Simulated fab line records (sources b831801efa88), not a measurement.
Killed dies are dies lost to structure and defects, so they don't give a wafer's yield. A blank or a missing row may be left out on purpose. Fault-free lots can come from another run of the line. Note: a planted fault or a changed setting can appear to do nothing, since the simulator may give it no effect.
The tool behind it: which one? / flow gf180mcu / Sampling: 14 lots, 42 wafers, 5 of 602 route steps

WHAT EACH GAUGE READ, for each wafer
GF_STI_CD_MEAS_12 targets a cd of 220 nm.
lot=L190; measured=day 2 06:35; on=cd-sem-01; cd-nm (nm)=217.7 219.0 218.9
lot=L192; measured=day 2 18:46; on=cd-sem-01; cd-nm (nm)=220.4 221.0 221.1
lot=L194; measured=day 3 03:48; on=cd-sem-02; cd-nm (nm)=219.5 220.0 220.1
lot=L195; measured=day 3 07:19; on=cd-sem-02; cd-nm (nm)=219.4 220.4 219.2
lot=L199; measured=day 4 04:54; on=cd-sem-02; cd-nm (nm)=222.8 223.9 223.6
lot=L200; measured=day 4 11:15; on=cd-sem-01; cd-nm (nm)=221.5 221.4 220.5
lot=L203; measured=day 5 02:10; on=cd-sem-01; cd-nm (nm)=221.1 220.6 220.4
lot=L205; measured=day 5 14:48; on=cd-sem-01; cd-nm (nm)=220.4 220.5 219.0
lot=L206; measured=day 5 23:55; on=cd-sem-02; cd-nm (nm)=222.1 220.1 221.2
lot=L207; measured=day 6 00:14; on=cd-sem-01; cd-nm (nm)=219.2 219.1 219.1
lot=L208; measured=day 6 08:02; on=cd-sem-01; cd-nm (nm)=221.7 221.8 221.9
lot=L210; measured=day 6 13:19; on=cd-sem-02; cd-nm (nm)=222.1 222.3 222.3
lot=L211; measured=day 6 20:08; on=cd-sem-02; cd-nm (nm)=221.0 222.2 222.0
lot=L212; measured=day 7 00:17; on=cd-sem-01; cd-nm (nm)=220.6 221.1 219.8

GF_DNWELL_TW_MEAS_09.
lot=L190; measured=day 3 02:24; on=film-metro-02; DNWELL_TW=1337 1332 1347
lot=L192; measured=day 3 14:25; on=film-metro-04; DNWELL_TW=1348 1344 1340
lot=L194; measured=day 3 22:14; on=film-metro-03; DNWELL_TW=1366 1376 1380
lot=L195; measured=day 4 01:40; on=film-metro-02; DNWELL_TW=1349 1344 1339
lot=L199; measured=day 5 02:38; on=film-metro-02; DNWELL_TW=30 31 31
lot=L200; measured=day 5 08:10; on=film-metro-02; DNWELL_TW=31 31 31
lot=L203; measured=day 6 03:22; on=film-metro-02; DNWELL_TW=1345 1340 1349
lot=L205; measured=day 6 12:49; on=film-metro-02; DNWELL_TW=1354 1346 1348
lot=L206; measured=day 6 21:18; on=film-metro-03; DNWELL_TW=1359 1365 1368
lot=L207; measured=day 6 23:11; on=film-metro-04; DNWELL_TW=1362 1369 1368
lot=L208; measured=day 7 04:43; on=film-metro-04; DNWELL_TW=1352 1344 1344
lot=L210; measured=day 7 09:52; on=film-metro-04; DNWELL_TW=1354 1348 1352
lot=L211; measured=day 7 18:42; on=film-metro-04; DNWELL_TW=1349 1356 1349
lot=L212; measured=day 7 22:21; on=film-metro-03; DNWELL_TW=1360 1360 1355

GF_VT_IMPLANT_RS_MEAS_49: uses a four-point probe to measure.
lot=L190; measured=day 7 21:40; on=film-metro-03; MVPSD_RS (ohm/sq)=1168.6 1167.6 1169.1
lot=L192; measured=day 8 13:16; on=film-metro-03; MVPSD_RS (ohm/sq)=1168.5 1168.7 1167.5
lot=L194; measured=day 8 23:01; on=film-metro-02; MVPSD_RS (ohm/sq)=1170.1 1173.0 1171.3
lot=L195; measured=day 9 02:26; on=film-metro-02; MVPSD_RS (ohm/sq)=1167.1 1166.7 1166.9
lot=L199; measured=day 10 12:25; on=film-metro-03; MVPSD_RS (ohm/sq)=1169.4 1165.8 1168.5
lot=L200; measured=day 10 20:12; on=film-metro-03; MVPSD_RS (ohm/sq)=1167.7 1171.2 1169.4
lot=L203; measured=day 11 21:41; on=film-metro-03; MVPSD_RS (ohm/sq)=1173.2 1172.8 1174.0
lot=L205; measured=day 12 08:54; on=film-metro-01; MVPSD_RS (ohm/sq)=1169.7 1167.2 1171.0
lot=L206; measured=day 12 20:59; on=film-metro-02; MVPSD_RS (ohm/sq)=1170.6 1171.1 1172.5
lot=L207; measured=day 12 23:03; on=film-metro-02; MVPSD_RS (ohm/sq)=1169.3 1170.0 1170.8
lot=L208; measured=day 13 06:05; on=film-metro-03; MVPSD_RS (ohm/sq)=1168.0 1170.9 1170.1
lot=L210; measured=day 13 10:37; on=film-metro-02; MVPSD_RS (ohm/sq)=1174.2 1173.9 1171.4
lot=L211; measured=day 13 22:42; on=film-metro-02; MVPSD_RS (ohm/sq)=1175.8 1175.1 1173.4
lot=L212; measured=day 14 04:09; on=film-metro-01; MVPSD_RS (ohm/sq)=1172.3 1170.4 1170.5

GF_DUAL_GATE_OVL_MEAS_11.
lot=L190; measured=day 8 16:18; on=overlay-01; DUAL_GATE_OVL (nm)=2.4 3.8 3.6
lot=L192; measured=day 9 07:41; on=overlay-02; DUAL_GATE_OVL (nm)=1.8 0.8 -2.1
lot=L194; measured=day 9 17:56; on=overlay-01; DUAL_GATE_OVL (nm)=0.0 1.0 2.0
lot=L195; measured=day 9 21:33; on=overlay-02; DUAL_GATE_OVL (nm)=-0.4 0.2 1.6
lot=L199; measured=day 11 08:23; on=overlay-01; DUAL_GATE_OVL (nm)=0.2 0.6 -1.2
lot=L200; measured=day 11 16:57; on=overlay-01; DUAL_GATE_OVL (nm)=0.9 0.6 1.0
lot=L203; measured=day 12 18:41; on=overlay-01; DUAL_GATE_OVL (nm)=0.5 0.4 -0.3
lot=L205; measured=day 13 08:50; on=overlay-02; DUAL_GATE_OVL (nm)=0.8 -0.9 -1.7
lot=L206; measured=day 13 19:21; on=overlay-02; DUAL_GATE_OVL (nm)=0.6 1.1 2.9
lot=L207; measured=day 13 21:02; on=overlay-01; DUAL_GATE_OVL (nm)=-0.1 1.0 1.3
lot=L208; measured=day 14 04:10; on=overlay-01; DUAL_GATE_OVL (nm)=1.8 1.2 2.7
lot=L210; measured=day 14 09:02; on=overlay-01; DUAL_GATE_OVL (nm)=-0.3 0.2 0.7
lot=L211; measured=day 15 01:34; on=overlay-02; DUAL_GATE_OVL (nm)=0.8 0.1 0.8
lot=L212; measured=day 15 05:36; on=overlay-01; DUAL_GATE_OVL (nm)=1.3 3.1 0.6

WHICH TOOL RAN EACH LOT (tool, then ch and the chambers of the sampled wafers, then the start)
lot=L190; GF_DNWELL_DEVELOP_06=litho-track-02 ch 0, day 3 02:00
lot=L192; GF_DNWELL_DEVELOP_06=litho-track-01 ch 0, day 3 14:00
lot=L194; GF_DNWELL_DEVELOP_06=litho-track-03 ch 0, day 3 21:00
lot=L195; GF_DNWELL_DEVELOP_06=litho-track-02 ch 0, day 4 01:00
lot=L199; GF_DNWELL_DEVELOP_06=litho-track-03, day 5 02:00
lot=L200; GF_DNWELL_DEVELOP_06=litho-track-01, day 5 07:00
lot=L203; GF_DNWELL_DEVELOP_06=litho-track-01 ch 0, day 6 02:00
lot=L205; GF_DNWELL_DEVELOP_06=litho-track-01 ch 0, day 6 12:00
lot=L206; GF_DNWELL_DEVELOP_06=litho-track-03 ch 0, day 6 20:00
lot=L207; GF_DNWELL_DEVELOP_06=litho-track-03 ch 0, day 6 22:00
lot=L208; GF_DNWELL_DEVELOP_06=litho-track-03 ch 0, day 7 04:00
lot=L210; GF_DNWELL_DEVELOP_06=litho-track-01 ch 0, day 7 09:00
lot=L211; GF_DNWELL_DEVELOP_06=litho-track-03 ch 0, day 7 18:00
lot=L212; GF_DNWELL_DEVELOP_06=litho-track-01 ch 0, day 7 21:00
- GF_DNWELL_DEVELOP_06: develop time 60 s.

AS READ BY THE TOOLS THEMSELVES (means over the sampled wafers that have a number; for cases with no such wafer, the mark the record gives instead)
GF_DNWELL_DEVELOP_06.
lot=L190; tool=litho-track-02; chill-plate-temp-C (C)=23.05; resist-line-temp-C (C)=23.06
lot=L192; tool=litho-track-01; chill-plate-temp-C (C)=23.00; resist-line-temp-C (C)=23.00
lot=L194; tool=litho-track-03; chill-plate-temp-C (C)=22.96; resist-line-temp-C (C)=23.06
lot=L195; tool=litho-track-02; chill-plate-temp-C (C)=22.89; resist-line-temp-C (C)=23.03
lot=L199; tool=litho-track-03; chill-plate-temp-C (C)=-; resist-line-temp-C (C)=-
lot=L200; tool=litho-track-01; chill-plate-temp-C (C)=-; resist-line-temp-C (C)=-
lot=L203; tool=litho-track-01; chill-plate-temp-C (C)=23.13; resist-line-temp-C (C)=22.97
lot=L205; tool=litho-track-01; chill-plate-temp-C (C)=22.80; resist-line-temp-C (C)=22.96
lot=L206; tool=litho-track-03; chill-plate-temp-C (C)=23.00; resist-line-temp-C (C)=23.06
lot=L207; tool=litho-track-03; chill-plate-temp-C (C)=23.15; resist-line-temp-C (C)=22.90
lot=L208; tool=litho-track-03; chill-plate-temp-C (C)=23.09; resist-line-temp-C (C)=22.95
lot=L210; tool=litho-track-01; chill-plate-temp-C (C)=22.88; resist-line-temp-C (C)=23.06
lot=L211; tool=litho-track-03; chill-plate-temp-C (C)=22.95; resist-line-temp-C (C)=23.16
lot=L212; tool=litho-track-01; chill-plate-temp-C (C)=22.88; resist-line-temp-C (C)=22.97

THE ANSWER, worked out from the rows above alone
Rule: usual is defined by the lots themselves. Put in order of their means at a reading, lots are off if they are a third of the lots or fewer, leave a main group of 4 or more, and stand apart from it by a gap of 3 or more times the standard deviation of the main group's means; of several such gaps the widest counts. Not used: any main group whose means are identical at the precision the tables above print for the reading. A lot without any number at a reading at which 4 lots or more have one is off too. Where the step has rows for the other lots, those lots are counted as sound. The gauges are gone through in route order, then the tools' own readings, and for those a lot's mean is taken as printed above. The first step at which some lot is off is used, and at that step the reading that is off furthest; a lot without a number counts as furthest.
Off: at GF_DNWELL_TW_MEAS_09 (DNWELL_TW), L199, L200. Main group: mean 1353, sd 10.
If a tool, at a process step before that reading, ran all the lots that are off and no sound lot after the first of them, it fits. Not tried: the gauges at GF_DNWELL_TW_MEAS_09; whatever is off there is also off at GF_DNWELL_DEVELOP_06, on other tools, and gauge error can't account for it. None of those tried fits.

WHAT THE SIMULATOR PUT IN
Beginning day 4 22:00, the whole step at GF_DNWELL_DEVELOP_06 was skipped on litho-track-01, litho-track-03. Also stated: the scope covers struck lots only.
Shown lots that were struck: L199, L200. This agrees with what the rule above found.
